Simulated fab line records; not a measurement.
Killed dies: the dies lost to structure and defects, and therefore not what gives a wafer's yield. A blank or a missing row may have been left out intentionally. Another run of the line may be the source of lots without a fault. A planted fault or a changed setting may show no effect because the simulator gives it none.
fab line records | flow sky130
record lots=7 | wafers=21 | lastDay=50
route steps=708 shown METAL1@436 PAD_OPEN@708
lots with no fault: from the same line, run without faults
startH: hours from the record's first day to the start of the lot's first wafer shown | waitH: hours elapsed since this lot's preceding step | " identical to the entry in the row above | L1.1+2: one row covering several wafers at once | - value missing, or start not given | * or withheld: withheld | < > ~ a bound
route shown NAME@n: NAME is a module with steps in the file, n the number in the route of the first one | usual: mean/standard deviation taken from wafers without a fault | same: alike in all rows | chamber/n: place in a boat | sites: readings site by site | _std_site: standard deviation of those values | _edge_site: inner sites' mean taken away from outer sites' mean | radiusMm: for every site, how far away it sits from the centre of the wafer | mask NAME#n: copy n | behind: the most recent tool/chamber to have shaped the wafer | hold: reason for holding the lot/hours on hold/outcome of the hold | device: the n, p or np transistor that did not switch | end of line: the tests these same wafers got at the end of their route | a step given without rows: its recipe and nothing more | killed: at the first sort, the dies lost to defects and structure; wafer yield is something else | map: a wafer's dies, marking killed ones x, the rest . and places with no die _
set.NAME: setting as actually run; set.NAME@STEP: the setting as run at that earlier step | model.NAME: the simulator's own value behind a step, which no gauge read
certain route steps with their lots: each step a table, each wafer a row
services: the hour from which a tool's chamber was out of use, counted from the record's first day as startH (under 0 if before that day), plus the number of hours and why
## steps
# step SKY_METAL1_SPUTTER_02
# recipe material=AlCu | targetThkNm=250 | powerW=10600 | timeS=13.3 | chamberPressurePa=0.4
# usual cathodeDcPowerW=10600/2 | throttleValvePct=30.0/1
lot.wafer | tool          | chamber | startH | waitH | cathodeDcPowerW | throttleValvePct
L761.3    | pvdSputter-03 | -       | 740.30 | 0.0   | 10602           | 29.5
L761.5    | "             | -       | "      | "     | 10600           | 29.6
L761.6    | "             | -       | "      | "     | 10600           | 29.1
L767.3    | pvdSputter-04 | -       | 799.27 | 0.0   | 10600           | 31.5
L767.4    | "             | -       | "      | "     | 10601           | 29.1
L767.6    | "             | -       | "      | "     | 10598           | 31.4
L773.1    | pvdSputter-02 | -       | 841.07 | 0.0   | 10600           | 30.9
L773.2    | "             | -       | "      | "     | 10601           | 28.9
L773.5    | "             | -       | "      | "     | 10603           | 29.9
L774.2    | pvdSputter-04 | -       | 848.50 | 0.0   | 10599           | 31.6
L774.3    | "             | -       | "      | "     | 10600           | 29.4
L774.6    | "             | -       | "      | "     | 10599           | 32.3
L777.2    | pvdSputter-02 | -       | 869.36 | 0.0   | 10597           | 29.7
L777.3    | "             | -       | "      | "     | 10596           | 30.1
L777.4    | "             | -       | "      | "     | 10599           | 29.1
L781.2    | pvdSputter-03 | -       | 899.07 | 0.0   | 10599           | 29.4
L781.3    | "             | -       | "      | "     | 10599           | 30.2
L781.6    | "             | -       | "      | "     | 10600           | 29.5
L782.4    | pvdSputter-03 | -       | 906.65 | 0.0   | 10597           | 29.5
L782.5    | "             | -       | "      | "     | 10602           | 29.5
L782.6    | "             | -       | "      | "     | 10598           | 30.1
# step SKY_METAL1_SPUTTER_03
# recipe material=Ti | targetThkNm=5 | powerW=3000 | timeS=3.3 | chamberPressurePa=0.4
# usual cathodeDcPowerW=3000.0/0.55 | throttleValvePct=30.0/1.1
lot.wafer | tool          | chamber | startH | waitH | cathodeDcPowerW | throttleValvePct
L761.3    | pvdSputter-03 | -       | 740.32 | 0.0   | 2999.2          | 29.6
L761.5    | "             | -       | "      | "     | 2999.2          | 29.6
L761.6    | "             | -       | "      | "     | 2999.3          | 29.3
L767.3    | pvdSputter-04 | -       | 799.29 | 0.0   | 2999.5          | 31.4
L767.4    | "             | -       | "      | "     | 3000.0          | 29.0
L767.6    | "             | -       | "      | "     | 3000.0          | 31.7
L773.1    | pvdSputter-02 | -       | 841.10 | 0.0   | 2999.9          | 31.0
L773.2    | "             | -       | "      | "     | 3000.9          | 29.1
L773.5    | "             | -       | "      | "     | 3000.2          | 30.1
L774.2    | pvdSputter-04 | -       | 848.52 | 0.0   | 2998.7          | 31.7
L774.3    | "             | -       | "      | "     | 3000.1          | 29.6
L774.6    | "             | -       | "      | "     | 3000.1          | 32.6
L777.2    | pvdSputter-02 | -       | 869.38 | 0.0   | 3001.6          | 29.0
L777.3    | "             | -       | "      | "     | 3000.4          | 29.8
L777.4    | "             | -       | "      | "     | 2999.7          | 29.0
L781.2    | pvdSputter-03 | -       | 899.10 | 0.0   | 2999.8          | 29.6
L781.3    | "             | -       | "      | "     | 3000.5          | 30.0
L781.6    | "             | -       | "      | "     | 3000.6          | 29.4
L782.4    | pvdSputter-03 | -       | 906.68 | 0.0   | 3000.2          | 29.6
L782.5    | "             | -       | "      | "     | 3000.4          | 29.5
L782.6    | "             | -       | "      | "     | 2999.7          | 29.9
# step SKY_METAL1_SPUTTER_04
# recipe material=TiN | targetThkNm=70 | powerW=6500 | timeS=58.3 | chamberPressurePa=0.4
# usual cathodeDcPowerW=6500.1/1.2 | throttleValvePct=30.0/1
lot.wafer | tool          | chamber | startH | waitH | cathodeDcPowerW | throttleValvePct
L761.3    | pvdSputter-03 | -       | 740.34 | 0.0   | 6500.5          | 29.6
L761.5    | "             | -       | "      | "     | 6501.3          | 29.5
L761.6    | "             | -       | "      | "     | 6504.1          | 29.1
L767.3    | pvdSputter-04 | -       | 799.31 | 0.0   | 6500.3          | 31.4
L767.4    | "             | -       | "      | "     | 6499.6          | 29.2
L767.6    | "             | -       | "      | "     | 6499.6          | 31.3
L773.1    | pvdSputter-02 | -       | 841.11 | 0.0   | 6500.4          | 30.8
L773.2    | "             | -       | "      | "     | 6500.0          | 29.1
L773.5    | "             | -       | "      | "     | 6502.7          | 29.8
L774.2    | pvdSputter-04 | -       | 848.54 | 0.0   | 6500.5          | 31.4
L774.3    | "             | -       | "      | "     | 6500.9          | 29.3
L774.6    | "             | -       | "      | "     | 6499.4          | 32.4
L777.2    | pvdSputter-02 | -       | 869.40 | 0.0   | 6501.6          | 29.3
L777.3    | "             | -       | "      | "     | 6501.2          | 29.9
L777.4    | "             | -       | "      | "     | 6500.2          | 29.0
L781.2    | pvdSputter-03 | -       | 899.12 | 0.0   | 6500.4          | 29.3
L781.3    | "             | -       | "      | "     | 6500.7          | 29.8
L781.6    | "             | -       | "      | "     | 6498.9          | 29.5
L782.4    | pvdSputter-03 | -       | 906.69 | 0.0   | 6500.5          | 29.9
L782.5    | "             | -       | "      | "     | 6502.7          | 29.9
L782.6    | "             | -       | "      | "     | 6499.5          | 30.1
# step SKY_METAL1_RS_MEAS_05
# recipe thkMeasGauge=four-point-probe | reads=TiN_of_METAL1_SPUTTER_04+Ti_of_METAL1_SPUTTER_03+AlCu_of_METAL1_SPUTTER_02+TiN_of_METAL1_SPUTTER_01+Ti_of_METAL1_SPUTTER_00
# usual METAL1_ALCU_RS=0.1265/0.0013
lot.wafer | tool         | chamber | startH | waitH | METAL1_ALCU_RS[ohm/sq]
L761.3    | filmMetro-02 | -       | 740.43 | 0.1   | 0.1279
L761.5    | "            | -       | "      | "     | 0.1276
L761.6    | "            | -       | "      | "     | 0.1271
L767.3    | filmMetro-01 | -       | 799.40 | 0.1   | 0.1274
L767.4    | "            | -       | "      | "     | 0.1276
L767.6    | "            | -       | "      | "     | 0.1274
L773.1    | filmMetro-02 | -       | 841.16 | 0.0   | 0.1248
L773.2    | "            | -       | "      | "     | 0.1253
L773.5    | "            | -       | "      | "     | 0.1261
L774.2    | filmMetro-03 | -       | 848.61 | 0.0   | 0.1259
L774.3    | "            | -       | "      | "     | 0.1234
L774.6    | "            | -       | "      | "     | 0.1261
L777.2    | filmMetro-01 | -       | 869.47 | 0.0   | 0.1291
L777.3    | "            | -       | "      | "     | 0.1296
L777.4    | "            | -       | "      | "     | 0.1291
L781.2    | filmMetro-02 | -       | 899.19 | 0.0   | 0.1263
L781.3    | "            | -       | "      | "     | 0.1272
L781.6    | "            | -       | "      | "     | 0.1261
L782.4    | filmMetro-02 | -       | 906.80 | 0.1   | 0.1256
L782.5    | "            | -       | "      | "     | 0.1261
L782.6    | "            | -       | "      | "     | 0.1258
# step SKY_METAL1_THK_MEAS_06
# recipe thkMeasGauge=xrf | reads=AlCu_of_METAL1_SPUTTER_02
# usual METAL1_ALCU_THK=251/3.1
lot.wafer | tool         | chamber | startH | waitH | METAL1_ALCU_THK[nm]
L761.3    | filmMetro-02 | -       | 740.53 | 0.1   | 248
L761.5    | "            | -       | "      | "     | 249
L761.6    | "            | -       | "      | "     | 249
L767.3    | filmMetro-01 | -       | 799.50 | 0.1   | 250
L767.4    | "            | -       | "      | "     | 248
L767.6    | "            | -       | "      | "     | 247
L773.1    | filmMetro-02 | -       | 841.28 | 0.1   | 256
L773.2    | "            | -       | "      | "     | 254
L773.5    | "            | -       | "      | "     | 252
L774.2    | filmMetro-03 | -       | 848.72 | 0.1   | 253
L774.3    | "            | -       | "      | "     | 257
L774.6    | "            | -       | "      | "     | 251
L777.2    | filmMetro-01 | -       | 869.58 | 0.1   | 247
L777.3    | "            | -       | "      | "     | 244
L777.4    | "            | -       | "      | "     | 244
L781.2    | filmMetro-02 | -       | 899.30 | 0.1   | 251
L781.3    | "            | -       | "      | "     | 250
L781.6    | "            | -       | "      | "     | 252
L782.4    | filmMetro-02 | -       | 906.89 | 0.1   | 255
L782.5    | "            | -       | "      | "     | 254
L782.6    | "            | -       | "      | "     | 254
# step SKY_METAL1_DEHYDRATE_07
# recipe tempC=200 | timeS=60
# step SKY_METAL1_HMDS_08
# recipe primeTimeS=60 | primeTempC=120
# step SKY_METAL1_COAT_09
# recipe resist=BARC | tempC=withheld | timeS=withheld | spinRpm=3000 | resistThkNm=60
# step SKY_METAL1_COAT_10
# recipe resist=KrF-thick | spinRpm=3000 | resistThkNm=450
# step SKY_METAL1_SOFTBAKE_11
# recipe tempC=100 | timeS=90 | resist=KrF-thick
# step SKY_METAL1_EXPOSE_12
# recipe maskId=MM1 | na=0.8 | sourceShape=annular | sigmaInner=0.55 | sigmaOuter=0.85 | targetCdNm=140 | doseMj=28
# step SKY_METAL1_PEB_13
# recipe pebTempC=withheld | pebTimeS=withheld | resist=KrF-thick
# step SKY_METAL1_DEVELOP_14
# recipe developTimeS=60 | resist=KrF-thick | devTempC=21
# usual developerTempC=20.99/0.098
# same developTimeS=60
lot.wafer | tool          | chamber | startH | waitH | developerTempC
L761.3    | lithoTrack-01 | 0       | 767    | -     | 20.94
L761.5    | "             | 0       | "      | "     | 20.86
L761.6    | "             | 0       | "      | "     | 20.97
L767.3    | lithoTrack-03 | 0       | 825    | -     | 20.87
L767.4    | "             | 0       | "      | "     | 20.87
L767.6    | "             | 0       | "      | "     | 20.76
L773.1    | lithoTrack-03 | 0       | 867    | -     | 21.42
L773.2    | "             | 0       | "      | "     | 21.49
L773.5    | "             | 0       | "      | "     | 21.50
L774.2    | lithoTrack-03 | 0       | 874    | -     | 21.61
L774.3    | "             | 0       | "      | "     | 21.46
L774.6    | "             | 0       | "      | "     | 21.61
L777.2    | lithoTrack-03 | 0       | 895    | -     | 21.59
L777.3    | "             | 0       | "      | "     | 21.58
L777.4    | "             | 0       | "      | "     | 21.48
L781.2    | lithoTrack-04 | 0       | 923    | -     | 21.06
L781.3    | "             | 0       | "      | "     | 20.99
L781.6    | "             | 0       | "      | "     | 20.92
L782.4    | lithoTrack-04 | 0       | 931    | -     | 20.99
L782.5    | "             | 0       | "      | "     | 21.01
L782.6    | "             | 0       | "      | "     | 21.01
# step SKY_METAL1_CD_MEAS_15
# recipe targetCdNm=140
# usual cdNm=139.8/1.6
lot.wafer | tool     | chamber | startH | waitH | cdNm
L761.3    | cdSem-02 | -       | 767.78 | -     | 141.7
L761.5    | "        | -       | "      | "     | 140.5
L761.6    | "        | -       | "      | "     | 140.6
L767.3    | cdSem-01 | -       | 825.33 | -     | 138.0
L767.4    | "        | -       | "      | "     | 138.7
L767.6    | "        | -       | "      | "     | 139.1
L773.1    | cdSem-02 | -       | 867.39 | -     | 140.4
L773.2    | "        | -       | "      | "     | 140.0
L773.5    | "        | -       | "      | "     | 139.9
L774.2    | cdSem-01 | -       | 874.66 | -     | 142.0
L774.3    | "        | -       | "      | "     | 141.1
L774.6    | "        | -       | "      | "     | 140.7
L777.2    | cdSem-01 | -       | 895.41 | -     | 140.9
L777.3    | "        | -       | "      | "     | 139.6
L777.4    | "        | -       | "      | "     | 141.6
L781.2    | cdSem-01 | -       | 923.92 | -     | 140.8
L781.3    | "        | -       | "      | "     | 141.4
L781.6    | "        | -       | "      | "     | 141.3
L782.4    | cdSem-01 | -       | 931.76 | -     | 137.0
L782.5    | "        | -       | "      | "     | 137.0
L782.6    | "        | -       | "      | "     | 137.3
# step SKY_PAD_OPEN_PROBE_99
# usual defectLimitedYield=82.4/1.8 | killed_at_M0_to_M3=43/6.5 | killed_at_M4_up=3.2/1.8 | killedAtContacts=24/5.2 | killedAtFrontEnd=15/4 | killedAtOther=0.4/0.69 | killedDies=86/8.7 | killedOpen=47/7 | killedShort=39/5.7 | sort_bin_3_pad_short=0.9/0.43 | sort_bin_5_function=10.5/1.4 | sort_bin_6_memory=6.2/1.2 | sortNPass=406/8.7 | sortYieldPct=82.4/1.8
# same grossDies=492 | killedAtBackSide=0 | sort_bin_4_leakage[%]=0 | sort_bin_8_speed[%]=0
lot.wafer | tool      | chamber | startH  | waitH | defectLimitedYield[%] | killed_at_M0_to_M3 | killed_at_M4_up | killedAtContacts | killedAtFrontEnd | killedAtOther | killedDies | killedOpen | killedShort | sort_bin_3_pad_short[%] | sort_bin_5_function[%] | sort_bin_6_memory[%] | sortNPass | sortYieldPct[%]
L761.3    | prober-01 | -       | 1077.96 | 0.2   | 81.7                  | 46                 | 3               | 24               | 17               | 0             | 90         | 43         | 46          | 1.0                     | 11.8                   | 5.5                  | 402       | 81.7
L761.5    | prober-01 | -       | 1078.06 | 0.2   | 83.5                  | 37                 | 5               | 25               | 14               | 0             | 81         | 48         | 32          | 0                       | 10.6                   | 5.9                  | 411       | 83.5
L761.6    | prober-01 | -       | 1078.11 | 0.2   | 83.5                  | 44                 | 2               | 22               | 13               | 0             | 81         | 40         | 40          | 0.4                     | 10.0                   | 6.1                  | 411       | 83.5
L767.3    | prober-01 | -       | 1123.82 | 0.2   | 82.5                  | 52                 | 4               | 20               | 10               | 0             | 86         | 43         | 43          | 1.0                     | 11.8                   | 4.7                  | 406       | 82.5
L767.4    | prober-01 | -       | 1123.87 | 0.2   | 81.9                  | 49                 | 2               | 24               | 13               | 1             | 89         | 54         | 35          | 0.8                     | 12.2                   | 5.1                  | 403       | 81.9
L767.6    | prober-01 | -       | 1123.97 | 0.2   | 84.8                  | 39                 | 5               | 20               | 11               | 0             | 75         | 38         | 37          | 1.2                     | 8.5                    | 5.5                  | 417       | 84.8
L773.1    | prober-01 | -       | 1151.44 | 0.1   | 83.3                  | 48                 | 3               | 19               | 12               | 0             | 82         | 43         | 39          | 0.6                     | 11.6                   | 4.5                  | 410       | 83.3
L773.2    | prober-01 | -       | 1151.49 | 0.1   | 82.9                  | 48                 | 1               | 21               | 14               | 0             | 84         | 48         | 36          | 0.8                     | 9.1                    | 7.1                  | 408       | 82.9
L773.5    | prober-01 | -       | 1151.64 | 0.2   | 82.5                  | 43                 | 4               | 28               | 11               | 0             | 86         | 41         | 45          | 1.2                     | 11.6                   | 4.7                  | 406       | 82.5
L774.2    | prober-01 | -       | 1158.37 | 0.1   | 82.7                  | 37                 | 6               | 25               | 17               | 0             | 85         | 48         | 35          | 0.4                     | 10.6                   | 6.3                  | 407       | 82.7
L774.3    | prober-01 | -       | 1158.42 | 0.2   | 81.1                  | 44                 | 5               | 29               | 15               | 0             | 93         | 40         | 52          | 2.0                     | 10.4                   | 6.5                  | 399       | 81.1
L774.6    | prober-01 | -       | 1158.57 | 0.2   | 82.3                  | 35                 | 2               | 33               | 17               | 0             | 87         | 49         | 37          | 0.4                     | 9.3                    | 7.9                  | 405       | 82.3
L777.2    | prober-01 | -       | 1174.01 | 0.1   | 86.2                  | 37                 | 8               | 14               | 9                | 0             | 68         | 28         | 40          | 0.8                     | 7.7                    | 5.3                  | 424       | 86.2
L777.3    | prober-01 | -       | 1174.06 | 0.2   | 82.1                  | 47                 | 2               | 26               | 13               | 0             | 88         | 52         | 35          | 1.2                     | 10.6                   | 6.1                  | 404       | 82.1
L777.4    | prober-01 | -       | 1174.11 | 0.2   | 84.6                  | 38                 | 1               | 19               | 18               | 0             | 76         | 47         | 29          | 0.4                     | 8.1                    | 6.9                  | 416       | 84.6
L781.2    | prober-01 | -       | 1191.76 | 0.1   | 79.7                  | 49                 | 5               | 27               | 18               | 1             | 100        | 56         | 44          | 0.6                     | 11.8                   | 7.9                  | 392       | 79.7
L781.3    | prober-01 | -       | 1191.81 | 0.2   | 81.9                  | 36                 | 3               | 27               | 23               | 0             | 89         | 53         | 36          | 1.2                     | 11.8                   | 5.1                  | 403       | 81.9
L781.6    | prober-01 | -       | 1191.96 | 0.2   | 84.3                  | 39                 | 3               | 20               | 15               | 0             | 77         | 41         | 36          | 1.6                     | 7.5                    | 6.5                  | 415       | 84.3
L782.4    | prober-02 | -       | 1196.72 | 0.2   | 81.7                  | 45                 | 5               | 23               | 16               | 1             | 90         | 51         | 37          | 1.0                     | 11.6                   | 5.7                  | 402       | 81.7
L782.5    | prober-02 | -       | 1196.77 | 0.2   | 80.7                  | 45                 | 5               | 28               | 15               | 2             | 95         | 59         | 35          | 1.2                     | 10.4                   | 7.7                  | 397       | 80.7
L782.6    | prober-02 | -       | 1196.82 | 0.2   | 81.1                  | 49                 | 5               | 18               | 20               | 1             | 93         | 56         | 34          | 0.4                     | 10.8                   | 7.7                  | 399       | 81.1
# killed by level:class
L761.3 CONTACT:geometricParticle:open=10 VIA1:geometricParticle:open=8 VIA1:geometricParticle:short=7 METAL2:geometricParticle:short=6 VIA2:geometricParticle:short=6 VIA3:geometricParticle:open=6 FIELD_ISO:geometricParticle:open=5 POLY_GATE:geometricParticle:short=5
L761.5 VIA2:geometricParticle:open=9 LI_CONTACT:geometricParticle:open=8 CONTACT:geometricParticle:open=8 FIELD_ISO:geometricParticle:open=6 VIA1:geometricParticle:open=6 VIA3:geometricParticle:open=5 FIELD_ISO:geometricParticle:short=4 CONTACT:geometricParticle:short=4
L761.6 VIA1:geometricParticle:open=8 CONTACT:geometricParticle:open=7 METAL2:geometricParticle:short=7 VIA2:geometricParticle:short=7 LI_CONTACT:geometricParticle:open=6 CONTACT:geometricParticle:short=4 METAL1:geometricParticle:short=4 VIA2:geometricParticle:open=4
L767.3 VIA3:geometricParticle:open=12 CONTACT:geometricParticle:open=9 VIA1:geometricParticle:short=9 VIA1:geometricParticle:open=6 METAL1:geometricParticle:short=5 VIA3:geometricParticle:short=4 LOCAL_INTERCONNECT:geometricParticle:short=4 METAL2:geometricParticle:short=4
L767.4 CONTACT:geometricParticle:open=15 VIA2:geometricParticle:open=11 METAL1:geometricParticle:short=9 VIA1:geometricParticle:open=8 VIA3:geometricParticle:open=7 METAL2:geometricParticle:short=5 LI_CONTACT:geometricParticle:open=4 POLY_GATE:geometricParticle:open=3
L767.6 VIA1:geometricParticle:open=11 CONTACT:geometricParticle:open=7 VIA2:geometricParticle:open=7 FIELD_ISO:geometricParticle:short=4 POLY_GATE:geometricParticle:open=4 CONTACT:geometricParticle:short=4 METAL3:geometricParticle:short=4 VIA3:geometricParticle:short=4
L773.1 VIA1:geometricParticle:open=9 VIA1:geometricParticle:short=8 VIA3:geometricParticle:open=8 CONTACT:geometricParticle:short=6 CONTACT:geometricParticle:open=6 METAL1:geometricParticle:short=6 VIA2:geometricParticle:open=6 FIELD_ISO:geometricParticle:open=4
L773.2 VIA1:geometricParticle:open=14 LI_CONTACT:geometricParticle:open=8 VIA2:geometricParticle:open=8 METAL1:geometricParticle:short=6 VIA1:geometricParticle:short=5 POLY_GATE:geometricParticle:open=4 LI_CONTACT:geometricParticle:short=4 LOCAL_INTERCONNECT:geometricParticle:short=4
L773.5 VIA1:geometricParticle:open=9 METAL1:geometricParticle:short=8 LOCAL_INTERCONNECT:geometricParticle:short=7 CONTACT:geometricParticle:open=7 LI_CONTACT:geometricParticle:open=6 CONTACT:geometricParticle:short=6 VIA2:geometricParticle:open=6 VIA3:geometricParticle:open=6
L774.2 VIA1:geometricParticle:open=12 CONTACT:geometricParticle:open=10 METAL2:geometricParticle:short=7 FIELD_ISO:geometricParticle:open=5 VIA3:geometricParticle:open=5 CONTACT:geometricParticle:short=5 VIA2:geometricParticle:open=5 POLY_GATE:geometricParticle:short=3
L774.3 CONTACT:geometricParticle:short=8 METAL1:geometricParticle:short=8 LI_CONTACT:geometricParticle:open=7 VIA3:geometricParticle:open=7 VIA1:geometricParticle:open=6 LOCAL_INTERCONNECT:geometricParticle:short=5 CONTACT:geometricParticle:open=5 POLY_GATE:geometricParticle:open=4
L774.6 CONTACT:geometricParticle:open=12 LI_CONTACT:geometricParticle:open=8 VIA1:geometricParticle:open=7 CONTACT:geometricParticle:short=7 METAL2:geometricParticle:short=6 VIA3:geometricParticle:open=6 FIELD_ISO:geometricParticle:open=5 VIA1:geometricParticle:short=4
L777.2 VIA1:geometricParticle:open=8 VIA1:geometricParticle:short=7 METAL4:geometricParticle:short=7 METAL1:geometricParticle:short=6 CONTACT:geometricParticle:short=5 VIA3:geometricParticle:open=5 FIELD_ISO:geometricParticle:short=4 CONTACT:geometricParticle:open=4
L777.3 VIA1:geometricParticle:open=12 VIA3:geometricParticle:open=10 CONTACT:geometricParticle:open=9 CONTACT:geometricParticle:short=8 LI_CONTACT:geometricParticle:open=7 METAL2:geometricParticle:short=7 FIELD_ISO:geometricParticle:short=4 METAL1:geometricParticle:short=4
L777.4 VIA1:geometricParticle:open=10 FIELD_ISO:geometricParticle:open=7 POLY_GATE:geometricParticle:open=7 CONTACT:geometricParticle:open=7 VIA1:geometricParticle:short=5 METAL2:geometricParticle:short=5 VIA2:geometricParticle:open=5 LI_CONTACT:geometricParticle:open=4
L781.2 CONTACT:geometricParticle:open=11 VIA3:geometricParticle:open=9 FIELD_ISO:geometricParticle:open=7 VIA1:geometricParticle:open=7 VIA1:geometricParticle:short=7 VIA2:geometricParticle:open=7 LOCAL_INTERCONNECT:geometricParticle:short=6 LI_CONTACT:geometricParticle:open=5
L781.3 CONTACT:geometricParticle:open=11 FIELD_ISO:geometricParticle:open=9 VIA3:geometricParticle:open=9 VIA1:geometricParticle:open=6 VIA1:geometricParticle:short=5 LI_CONTACT:geometricParticle:open=5 LOCAL_INTERCONNECT:geometricParticle:short=4 METAL1:geometricParticle:short=4
L781.6 VIA1:geometricParticle:open=9 CONTACT:geometricParticle:open=8 METAL2:geometricParticle:short=6 LI_CONTACT:geometricParticle:open=5 CONTACT:geometricParticle:short=5 VIA1:geometricParticle:short=5 POLY_GATE:geometricParticle:open=4 VIA2:geometricParticle:open=4
L782.4 CONTACT:geometricParticle:open=13 VIA1:geometricParticle:open=12 VIA1:geometricParticle:short=9 FIELD_ISO:geometricParticle:open=6 VIA3:geometricParticle:open=6 POLY_GATE:geometricParticle:short=4 CONTACT:geometricParticle:short=4 VIA2:geometricParticle:open=4
L782.5 VIA1:geometricParticle:open=15 VIA3:geometricParticle:open=11 CONTACT:geometricParticle:open=9 POLY_GATE:geometricParticle:open=6 LI_CONTACT:geometricParticle:open=6 CONTACT:geometricParticle:short=6 METAL2:geometricParticle:short=6 FIELD_ISO:geometricParticle:open=4
L782.6 VIA3:geometricParticle:open=13 VIA1:geometricParticle:open=11 VIA2:geometricParticle:open=7 LI_CONTACT:geometricParticle:open=6 CONTACT:geometricParticle:open=6 VIA1:geometricParticle:short=6 FIELD_ISO:geometricParticle:open=5 FIELD_ISO:geometricParticle:short=5
## services
tool          | chamber | startH | hours | kind
pvdSputter-02 | -       | 726.87 | 1.1   | repair
pvdSputter-02 | -       | 769.38 | 2.1   | repair
pvdSputter-04 | -       | 834.45 | 0.6   | repair
pvdSputter-04 | -       | 837.07 | 1.5   | repair
pvdSputter-04 | -       | 902.12 | 25.9  | repair
## key
firstSign step=SKY_METAL1_DEVELOP_14 | reading=developerTempC | direction=up | sigmas=5.5 | usual=* | struck=*
effect none on later readings
metAt SKY_METAL1_DEVELOP_14
struckWafers L773.1,L773.2,L773.5,L774.2,L774.3,L774.6,L777.2,L777.3,L777.4
loopTrim step=SKY_METAL1_EXPOSE_12 | setting=dose | lots=L777
onsetBetween 825 867
fault kind=processParameterDrift | tool=lithoTrack-03 | chamber=- | onsetH=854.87 | steps=SKY_METAL1_DEVELOP_14 | channel=devTempC | offset=* | shape=step | endH=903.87 | actsIn=* | stated=*
# loopTrim: a control loop set the setting to another value than it would have without faults
